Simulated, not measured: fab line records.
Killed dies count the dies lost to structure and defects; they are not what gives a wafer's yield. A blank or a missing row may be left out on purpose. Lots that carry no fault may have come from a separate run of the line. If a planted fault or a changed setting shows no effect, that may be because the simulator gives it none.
The same fault as seen by 2 desks ; flow gf180mcu ; each desk holds nothing but its own numbers, with what lay behind them at the end

METROLOGY DESK
What the gauges read for every lot (on any tool): the sampled wafers with a number, averaged. Marked OUT: a lot whose mean sits more than 4 standard deviations from the usual mean, which makes it out of limits; the brackets give that distance.
Columns: A = V1_OVL at GF_V1_OVL_MEAS_15, usual -1 nm
lot;first seen here;A
L185;day 18 10:59;3
L186;day 18 21:46;-5
L187;day 19 01:01;3
L188;day 19 17:43;-4
L190;day 20 03:28;1
L191;day 21 01:50;2
L192;day 21 03:19;0
L198;day 23 12:14;-5
L201;day 24 09:38;-4
L202;day 24 16:50;6
L203;day 24 22:43;1
L205;day 25 14:03;-4
L206;day 25 23:34;-10
This desk's finding: nothing out of limits on any of the 13 lots.

FOR THE TOOL OWNER'S DESK: pvd sputter-02
The tool's own readings at GF_M2_SPUTTER_00 (material Ti, target thk 37.5 nm, time 150 s): means of the sampled wafers that have a number, for each lot that ran on this tool. Marked OUT: a lot whose mean sits more than 4 standard deviations from the usual mean, which makes it out of limits; the brackets give that distance.
Columns: A = cathode dc power W at GF_M2_SPUTTER_00, usual 3999.9 W; B = throttle valve pct at GF_M2_SPUTTER_00, usual 29.7 %
lot;first seen here;A;B
L186;day 18 23:11;3999.4;30.1
L188;day 19 19:06;3999.3;29.7
L198;day 23 13:57;3716.6 (-99 or more) OUT;30.3
L201;day 24 11:03;3716.1 (-99 or more) OUT;29.8
This desk finds L198, L201 out of limits, L198 being first, at day 23 13:57 (cathode dc power W at GF_M2_SPUTTER_00). Within limits: L186, L188.

PUT TOGETHER
An alarm could have come from the tool owner's desk at day 23 13:57, on L198, L201.
At the metrology desk, nothing out of limits was observed.
The metrology desk holds a record of L198, L201, inside its limits.
On pvd sputter-02, each named lot ran GF_M2_SPUTTER_00.

WHAT THE SIMULATOR PUT IN
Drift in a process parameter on pvd sputter-02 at GF_M2_SPUTTER_00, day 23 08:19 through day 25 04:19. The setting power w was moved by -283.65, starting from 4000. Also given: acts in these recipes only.
Lots struck among those shown: L198, L201.
Delay in hours, fault start to first out-of-limits reading, by desk: the tool owner's desk at 6.
